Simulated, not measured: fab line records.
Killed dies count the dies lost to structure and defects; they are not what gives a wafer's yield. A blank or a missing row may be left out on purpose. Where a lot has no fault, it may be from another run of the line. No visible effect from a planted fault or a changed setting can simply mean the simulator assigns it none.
fab line records	flow sky130
[record] lots = 14	wafers = 42	last_day = 50
route steps=708 shown POLY_GATE@230 LDD_N@247
lots that met no fault: taken from a fault-free run of the same line
start_h: start of the lot's first displayed wafer, in hours after the record's first day	wait_h: hours elapsed since this lot's preceding step	" the same as in the row above	L1.1+2: a row that stands for several wafers	- value missing, or start not given	* or withheld: withheld	< > ~ a bound
route shown NAME@n: names a module that has steps shown in the file, with the first one's number in the route	usual: mean/standard deviation taken from wafers without a fault	same: alike in all rows	chamber/n: place in a boat	sites: each site's reading	_std_site: standard deviation of those values	_edge_site: outer sites' mean less inner sites'	radius_mm: for every site, how far away it sits from the centre of the wafer	mask NAME#n: copy n	behind: tool/chamber where the wafer was last shaped	hold: reason for holding the lot/hours on hold/outcome of the hold	device: names the non-switching transistor (n, p or np)	end of line: the route-end tests of the same wafers	a step given without rows: its recipe and nothing more	killed: dies that structure and defects cost at the first sort, which is not the same as the wafer's yield	map: dies across one wafer; x = killed, . = not, _ = none there
set.NAME: the run value of the setting; set.NAME@STEP: its run value at that earlier step	model.NAME: the simulator's own value behind a step, which no gauge read
steps of the route over a sample of lots; a table a step, a row a wafer
services: from which hour (start_h, from the record's first day; less than 0 if before it) a tool's chamber was out of use, for how many hours, and why
[[steps]]
[step SKY_POLY_GATE_ETCH_16]
[recipe] stop_on = poly-Si	chemistry = CH3F/O2	target = Si3N4	source_w = 400	bias_w = 80	pressure_mtorr = 25	ch3f_flow_sccm = 40	O2_flow_sccm = 30	time_s = 147.5	target_depth_a = 750
[usual] drypump_motor_current_A = 5.7/0.52	oes_product_au = 0.642/0.005	throttle_valve_pct = 10.536/0.0099
lot.wafer	tool	chamber	start_h	wait_h	drypump_motor_current_A	oes_product_au	rf_hours_counter_h	throttle_valve_pct
L623.1	rie_diel-04	3	374.81	0.0	5.3	0.641	9	10.525
L623.3	"	1	"	"	5.1	0.640	77	10.548
L623.6	"	1	"	"	5.1	0.641	-	10.530
L624.1	rie_diel-02	1	380.71	0.0	5.0	0.637	5	10.529
L624.4	"	2	"	"	5.7	0.645	109	10.539
L624.6	"	1	"	"	5.0	0.636	-	10.537
L625.1	rie_diel-02	0	390.86	0.0	6.4	0.644	90	10.532
L625.3	"	1	"	"	5.0	0.641	6	10.530
L625.4	"	1	"	"	5.0	0.627	-	10.531
L627.2	rie_diel-02	1	396.74	0.0	5.0	0.643	6	10.542
L627.5	"	0	"	"	6.4	0.643	-	10.542
L627.6	"	1	"	"	5.0	0.642	-	10.522
L626.1	rie_diel-04	0	397.09	0.0	6.0	0.635	22	10.528
L626.2	"	2	"	"	5.8	0.632	104	10.544
L626.5	"	3	"	"	5.3	0.641	-	10.525
L628.1	rie_diel-02	0	421.41	0.0	6.4	0.644	90	10.543
L628.2	"	1	"	"	5.0	0.643	6	10.528
L628.4	"	0	"	"	6.4	0.642	-	10.539
L631.2	rie_diel-04	3	444.04	0.0	5.3	0.633	10	10.538
L631.5	"	0	"	"	6.0	0.641	-	10.548
L631.6	"	1	"	"	5.1	0.640	-	10.541
L639.2	rie_diel-04	2	518.06	0.0	5.8	0.638	1	10.539
L639.3	"	1	"	"	5.1	0.642	80	10.522
L639.6	"	1	"	"	5.1	0.640	-	10.537
L640.1	rie_diel-04	0	530.44	0.0	6.0	0.642	25	10.540
L640.2	"	2	"	"	5.8	0.639	2	10.530
L640.6	"	3	"	"	5.3	0.642	-	10.535
L641.2	rie_diel-02	1	532.69	0.0	4.9	0.633	9	10.538
L641.4	"	3	"	"	5.4	0.639	12	10.533
L641.5	"	2	"	"	5.7	0.644	-	10.532
L642.1	rie_diel-01	2	534.04	0.0	6.7	0.641	12	10.530
L642.3	"	3	"	"	6.5	0.638	35	10.539
L642.4	"	0	"	"	6.1	0.649	3	10.543
L643.3	rie_diel-01	1	540.84	0.0	5.1	0.645	50	10.539
L643.5	"	1	"	"	5.1	0.637	-	10.538
L643.6	"	0	"	"	6.1	0.648	-	10.544
L644.1	rie_diel-01	0	553.44	0.0	6.1	0.649	3	10.557
L644.4	"	2	"	"	6.7	0.645	12	10.562
L644.6	"	0	"	"	6.1	0.651	-	10.527
L646.2	rie_diel-01	3	569.61	0.0	6.5	0.650	35	10.523
L646.3	"	2	"	"	6.7	0.645	12	10.538
L646.4	"	0	"	"	6.1	0.643	4	10.545
[step SKY_POLY_GATE_ETCH_17]
[recipe] target_depth_nm = 180	stop_on = SiO2	over_etch_frac = 0.56667	chemistry = HBr/Cl2	target = poly-Si	icp_w = 400	bias_w = 100	pressure_mtorr = 10	HBr_flow_sccm = 150	Cl2_flow_sccm = 50	time_s = 67.32
[usual] drypump_motor_current_A = 5.6/0.38	he_backside_leak_sccm = 2.75/0.24	oes_product_au = 0.994/0.0068	throttle_valve_pct = 33.684/0.0093
lot.wafer	tool	chamber	start_h	wait_h	drypump_motor_current_A	he_backside_leak_sccm	oes_product_au	rf_hours_counter_h	throttle_valve_pct
L623.1	rie_si-02	0	374.91	0.0	6.2	3.03	0.994	51	33.687
L623.3	"	3	"	"	5.2	2.92	0.996	3	33.677
L623.6	"	0	"	"	6.2	3.10	0.983	-	33.689
L624.1	rie_si-02	2	380.81	0.0	5.8	2.95	0.999	72	33.680
L624.4	"	3	"	"	5.2	2.89	0.991	3	33.690
L624.6	"	0	"	"	6.2	3.45	0.988	-	33.677
L625.1	rie_si-01	2	390.96	0.0	4.9	2.81	0.990	0	33.682
L625.3	"	1	"	"	5.6	2.37	0.997	3	33.679
L625.4	"	1	"	"	5.6	2.38	0.986	-	33.685
L627.2	rie_si-01	1	396.84	0.0	5.6	2.22	0.989	3	33.681
L627.5	"	2	"	"	4.9	3.00	1.000	-	33.684
L627.6	"	1	"	"	5.6	2.42	0.998	-	33.681
L626.1	rie_si-02	0	397.19	0.0	6.2	3.09	0.982	51	33.682
L626.2	"	3	"	"	5.2	2.84	0.987	3	33.688
L626.5	"	3	"	"	5.2	2.82	0.979	-	33.667
L628.1	rie_si-02	2	421.51	0.0	5.8	2.80	0.999	73	33.683
L628.2	"	1	"	"	5.5	2.37	1.004	2	33.688
L628.4	"	0	"	"	6.2	3.02	0.996	51	33.664
L631.2	rie_si-01	2	444.14	0.0	4.9	2.93	0.988	1	33.679
L631.5	"	0	"	"	5.7	2.72	0.987	-	33.694
L631.6	"	1	"	"	5.6	2.39	0.999	-	33.684
L639.2	rie_si-01	1	518.15	0.0	5.6	2.25	1.008	4	33.705
L639.3	"	3	"	"	5.9	2.77	0.988	1	33.686
L639.6	"	1	"	"	5.6	2.40	1.001	-	33.698
L640.1	rie_si-02	1	530.54	0.0	5.5	2.39	1.002	3	33.696
L640.2	"	3	"	"	5.2	2.90	0.997	4	33.679
L640.6	"	3	"	"	5.2	2.90	0.992	-	33.685
L641.2	rie_si-01	3	532.79	0.0	5.9	3.00	0.989	1	33.695
L641.4	"	1	"	"	5.6	2.39	1.002	4	33.698
L641.5	"	3	"	"	5.9	2.82	0.990	-	33.687
L642.1	rie_si-02	3	534.14	0.0	5.2	2.83	1.001	4	33.673
L642.3	"	2	"	"	5.9	2.79	0.993	0	33.690
L642.4	"	2	"	"	5.8	2.75	0.983	-	33.681
L643.3	rie_si-01	3	540.94	0.0	5.9	3.12	0.992	1	33.688
L643.5	"	2	"	"	4.9	2.87	1.003	-	33.678
L643.6	"	1	"	"	5.6	2.37	0.983	-	33.682
L644.1	rie_si-02	2	553.54	0.0	5.8	2.81	0.999	1	33.690
L644.4	"	3	"	"	5.2	2.95	0.993	4	33.686
L644.6	"	3	"	"	5.2	2.95	0.993	-	33.702
L646.2	rie_si-01	1	569.70	0.0	5.6	2.36	1.004	4	33.689
L646.3	"	3	"	"	5.9	2.94	0.993	2	33.674
L646.4	"	2	"	"	4.9	2.91	0.999	1	33.673
[step SKY_POLY_GATE_THK_MEAS_21]
[recipe] reads = SiO2_of_POLY_GATE_OXIDATION_20
[usual] POLY_GATE_OXIDATION_THK = 3.99/0.09
lot.wafer	tool	chamber	start_h	wait_h	POLY_GATE_OXIDATION_THK[nm]
L623.1	film_metro-01	-	378.35	0.0	3.94
L623.3	"	-	"	"	3.93
L623.6	"	-	"	"	3.95
L624.1	film_metro-04	-	382.97	0.0	3.99
L624.4	"	-	"	"	4.11
L624.6	"	-	"	"	4.10
L625.1	film_metro-02	-	394.23	0.0	4.15
L625.3	"	-	"	"	4.09
L625.4	"	-	"	"	4.13
L627.2	film_metro-04	-	399.74	0.0	4.05
L627.5	"	-	"	"	4.05
L627.6	"	-	"	"	4.08
L626.1	film_metro-01	-	399.77	0.0	4.00
L626.2	"	-	"	"	3.98
L626.5	"	-	"	"	4.02
L628.1	film_metro-02	-	422.97	0.0	4.05
L628.2	"	-	"	"	4.04
L628.4	"	-	"	"	4.13
L631.2	film_metro-01	-	445.60	0.0	3.89
L631.5	"	-	"	"	3.87
L631.6	"	-	"	"	3.90
L639.2	film_metro-02	-	519.62	0.0	3.93
L639.3	"	-	"	"	3.87
L639.6	"	-	"	"	3.93
L640.1	film_metro-01	-	531.99	0.0	4.03
L640.2	"	-	"	"	4.01
L640.6	"	-	"	"	3.99
L641.2	film_metro-04	-	534.25	0.0	4.08
L641.4	"	-	"	"	4.17
L641.5	"	-	"	"	4.07
L642.1	film_metro-04	-	535.59	0.0	3.98
L642.3	"	-	"	"	4.02
L642.4	"	-	"	"	3.99
L643.3	film_metro-02	-	542.42	0.0	3.90
L643.5	"	-	"	"	3.96
L643.6	"	-	"	"	3.97
L644.1	film_metro-01	-	554.99	0.0	3.79
L644.4	"	-	"	"	3.85
L644.6	"	-	"	"	3.75
L646.2	film_metro-02	-	571.17	0.0	3.99
L646.3	"	-	"	"	4.12
L646.4	"	-	"	"	4.10
[step SKY_LDD_N_IMPLANT_10]
[recipe] species = As	energy_kev = 20	dose_cm2 = 7.5e+13	tilt_deg = withheld	rotation_deg = 203
[usual] beam_energy_keV = 19.999/0.0062	dose_ions_cm2 = 7.5e+13/8.1e+10	faraday_current_uA = 423/8.6
lot.wafer	tool	chamber	start_h	wait_h	beam_energy_keV	dose_ions_cm2	faraday_current_uA
L623.1	implanter-01	0	407.59	0.1	19.995	7.498e+13	421
L623.3	"	0	"	"	19.996	7.508e+13	420
L623.6	"	0	"	"	19.997	7.51e+13	418
L624.1	implanter-04	0	411.64	0.1	19.999	7.496e+13	436
L624.4	"	0	"	"	20.000	7.498e+13	427
L624.6	"	0	"	"	20.005	7.499e+13	435
L625.1	implanter-01	0	424.24	0.1	19.997	7.51e+13	421
L625.3	"	0	"	"	20.000	7.504e+13	434
L625.4	"	0	"	"	19.994	7.506e+13	415
L627.2	implanter-01	0	430.36	0.1	19.992	7.492e+13	414
L627.5	"	0	"	"	19.994	7.498e+13	409
L627.6	"	0	"	"	20.001	7.491e+13	433
L626.1	implanter-03	0	430.63	0.1	20.002	7.5e+13	416
L626.2	"	0	"	"	19.994	7.508e+13	428
L626.5	"	0	"	"	19.998	7.499e+13	433
L628.1	implanter-01	0	454.30	0.1	20.002	6.762e+13	393
L628.2	"	0	"	"	19.997	6.769e+13	368
L628.4	"	0	"	"	19.993	6.762e+13	375
L631.2	implanter-01	0	476.48	0.1	19.990	6.765e+13	377
L631.5	"	0	"	"	19.990	6.776e+13	374
L631.6	"	0	"	"	20.001	6.764e+13	390
L639.2	implanter-03	0	549.66	0.1	20.007	7.486e+13	428
L639.3	"	0	"	"	19.998	7.493e+13	426
L639.6	"	0	"	"	20.002	7.485e+13	425
L640.1	implanter-01	0	562.74	0.1	19.986	7.492e+13	421
L640.2	"	0	"	"	19.991	7.512e+13	421
L640.6	"	0	"	"	20.001	7.493e+13	420
L641.2	implanter-01	0	564.43	0.1	19.993	7.493e+13	431
L641.4	"	0	"	"	20.001	7.484e+13	430
L641.5	"	0	"	"	19.996	7.491e+13	435
L642.1	implanter-04	0	565.74	0.1	19.993	7.506e+13	417
L642.3	"	0	"	"	20.000	7.495e+13	426
L642.4	"	0	"	"	19.994	7.494e+13	425
L643.3	implanter-01	0	572.40	0.1	20.012	7.511e+13	443
L643.5	"	0	"	"	20.017	7.5e+13	427
L643.6	"	0	"	"	20.007	7.501e+13	431
L644.1	implanter-04	0	585.48	0.1	19.991	7.502e+13	420
L644.4	"	0	"	"	19.997	7.506e+13	415
L644.6	"	0	"	"	19.994	7.497e+13	427
L646.2	implanter-03	0	600.96	0.1	20.011	7.502e+13	420
L646.3	"	0	"	"	19.995	7.516e+13	419
L646.4	"	0	"	"	20.009	7.499e+13	434
[[services]]
tool	chamber	start_h	hours	kind
rie_diel-01	-	351.23	14.6	pm
rie_diel-02	-	354.53	0.7	repair
rie_diel-04	1	357.35	8.5	repair
rie_si-01	3	364.11	5.9	repair
implanter-01	-	373.59	5.7	repair
implanter-01	-	374.48	0.6	repair
implanter-04	-	375.25	1.7	repair
rie_diel-02	3	384.89	6.0	repair
rie_diel-01	-	393.56	1.1	repair
rie_diel-01	3	406.64	9.7	repair
implanter-01	-	410.30	12.7	repair
rie_si-02	-	423.36	0.3	repair
rie_diel-04	1	436.78	2.5	repair
rie_si-02	0	447.74	12.9	repair
rie_si-02	-	469.17	0.6	repair
rie_diel-02	3	473.82	39.4	repair
rie_si-02	-	488.15	0.5	repair
rie_si-02	0	515.70	7.1	repair
rie_si-02	-	515.71	2.8	pm
rie_diel-02	-	552.96	28.1	pm
rie_si-02	-	560.07	14.6	pm
implanter-01	-	573.25	3.6	pm
rie_diel-02	-	583.55	1.0	repair
rie_diel-04	-	590.02	2.8	pm
[[key]]
[first_sign] step = SKY_LDD_N_IMPLANT_10	reading = dose_ions_cm2	direction = down	sigmas = 91	usual = *	struck = *
[effect] step = SKY_LDD_N_IMPLANT_10	reading = faraday_current_uA	direction = down	sigmas = 5	usual = 423	struck = 380
met_at SKY_LDD_N_IMPLANT_10
struck_lots L628,L631
sort_left_out L628.1,L628.2,L628.4
tester_left_out L628,L631
not_acting_at SKY_POLY_GATE_ETCH_16,SKY_POLY_GATE_ETCH_17,SKY_POLY_GATE_THK_MEAS_21
onset_between 430.36 454.30
[fault] kind = process_parameter_drift	tool = implanter-01	chamber = -	onset_h = 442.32	steps = SKY_LDD_N_IMPLANT_10	channel = dose_cm2	offset = *	shape = step	end_h = 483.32	acts_in = *	stated = *
// tester_left_out: of these lots the tester's yield and bins aren't shown, on N5 and GAA mostly nor the transistor test; their killed dies are dies lost to structure and defects alone, not to doping, threshold or leakage, so they don't give the yield
// sort_left_out: the simulated sort isn't trusted on such a fault, so these wafers' sort isn't shown, and their yield isn't known
